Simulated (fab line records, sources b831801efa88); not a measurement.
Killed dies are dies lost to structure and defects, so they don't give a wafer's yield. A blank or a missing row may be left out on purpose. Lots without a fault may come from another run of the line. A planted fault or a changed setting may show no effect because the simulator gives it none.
Chamber matching | flow sfq_line | SFQ_TRILAYER_I4_VIA_ETCH_VIA_ETCH_106 on rie_diel-03: 4 sister chambers
The step etches SiO2 in CHF3, stops on Nb, target depth 260 nm. 8 wafers are shown with their chamber, then 7 later ones without.

WAFERS WITH THEIR CHAMBER
wafer  | chamber | drypump_motor_current_A (A) | oes_product_au (a.u.)
L363.2 | 1       | 5.4                         | 0.854
L363.3 | 0       | 4.8                         | 0.859
L363.4 | 3       | 5.9                         | 0.859
L366.3 | 1       | 5.4                         | 0.850
L366.4 | 0       | 4.8                         | 0.846
L366.6 | 2       | 5.7                         | 0.844
L373.1 | 3       | 5.8                         | 0.851
L373.3 | 2       | 5.7                         | 0.857

WAFERS WITHOUT THEIR CHAMBER
wafer  | drypump_motor_current_A (A) | oes_product_au (a.u.)
L373.4 | 5.4                         | 0.853
L378.3 | 5.8                         | 0.861
L378.5 | 4.8                         | 0.860
L378.6 | 5.8                         | 0.851
L384.1 | 5.7                         | 0.855
L384.3 | 4.8                         | 0.844
L384.5 | 5.9                         | 0.861

WHICH CHAMBER EACH WENT THROUGH
wafer  | from the rows above     | in truth
L373.4 | 1                       | 1
L378.3 | can't be placed: 3 or 2 | 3
L378.5 | 0                       | 0
L378.6 | can't be placed: 3 or 2 | 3
L384.1 | 2                       | 2
L384.3 | 0                       | 0
L384.5 | 3                       | 3
Placed correctly: 5 of 7. Can't be placed from these rows: 2 (the true chamber is among the candidates in 2). Placed wrongly: 0.
How it was worked out, from the rows above alone: a wafer's distance from a chamber is the root of the sum, over the readings, of the square of ((its reading less the chamber's mean) divided by the reading's scatter). The wafer belongs to the nearest chamber; if the next one is less than 2 further off, it can't be placed. A chamber's mean is the mean of its shown wafers. The scatter: the root of (the sum of the squares of (reading less its chamber's mean) over the shown wafers, divided by (wafers less chambers)).
